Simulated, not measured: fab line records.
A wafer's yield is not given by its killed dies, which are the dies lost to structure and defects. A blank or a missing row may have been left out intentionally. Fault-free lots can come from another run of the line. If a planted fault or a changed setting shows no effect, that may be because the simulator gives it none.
Code-filled problem report in 8D (eight disciplines) form || flow sfqLine || the parts of the form that need people (team, actions taken, sign-off) are left out

1. WHAT IS WRONG
Wafers without a fault read 212 s, standard deviation 8.3; timeToEndpointS at SFQ_TRILAYER_I3_CMP_CMP_082 reads a mean of 118 s on 2 wafers belonging to 2 lots. That puts it -11 standard deviations away from the usual mean.
The step: polishes SiO2.
Seen first at day 48 00:51 on cmp-02, wafer L272.6. The record has a number at this step for 42 wafers belonging to 14 lots. The rule behind "out" and "out of limits": a value lying over 4 standard deviations away from the usual mean. The rest of the wafers with a number are treated as sound.

2. WHAT IT IS, WHAT IT ISN'T
{"question": "which readings at this step", "is": "timeToEndpointS", "is not": "edgeZonePressureFrac, motorCurrentA"}
{"question": "which lots", "is": "L272, L273", "is not": "L255, L257, L258, L259, L260, L261, L263, L264, L265, L266, L268, L269"}
{"question": "which wafers of those lots", "is": "L272.6, L273.3", "is not": "L272.2, L272.4, L273.2, L273.4"}
{"question": "read on which tools", "is": "cmp-02", "is not": "cmp-01"}
{"question": "when", "is": "from day 48 00:51", "is not": "up to then (38 sound wafers); but 2 sound wafers of L273 came after"}

3. WHAT RULES OUT EACH SUSPECT
Counting: a tool at a process step up to the reading stays a suspect if it ran every lot that is out. Sound lots after the first of them don't rule it out here, since some wafers of a struck lot are sound.
- cmp-02 at SFQ_TRILAYER_I3_CMP_CMP_082 (polishes SiO2): kept. It ran every lot that is out, first L272 (day 47 22:51); its last sound lot up to then is L269 (day 47 11:21). Its own timeToEndpointS readings are out on those wafers.
After counting, what remains is cmp-02 at SFQ_TRILAYER_I3_CMP_CMP_082.

4. THE CAUSE (what the simulator had put in)
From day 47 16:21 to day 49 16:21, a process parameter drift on cmp-02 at SFQ_TRILAYER_I3_CMP_CMP_082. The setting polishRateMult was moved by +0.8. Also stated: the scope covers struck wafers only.
Counting left only this tool.

5. SEQUENCE OF EFFECTS, ordered by route
One row per reading whose mean, taken over the struck wafers that have a number, lies over 3 standard deviations from the usual. Only readings whose record carries a usual standard deviation are examined. hours: median over the lots of the time between each lot's start at the first step of this table that gives one and its start at this step. sigmas: the change, counted in usual standard deviations.
{"hours": 0, "step": "SFQ_TRILAYER_I3_CMP_CMP_082", "reading": "timeToEndpointS", "usual": "212 s", "on struck wafers": 118, "change": -94, "sigmas": -11}
The process steps in it:
- SFQ_TRILAYER_I3_CMP_CMP_082: polishes SiO2.
Later steps that measure or inspect, where all struck wafers having a row at the step show a number for every such reading and not one has moved that far: SFQ_I3_OVL_MEAS_923.

6. HOW IT WOULD HAVE BEEN CAUGHT EARLIER
In this record the first reading out of limits was taken at day 48 00:51, 8 hours after the fault began at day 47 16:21.
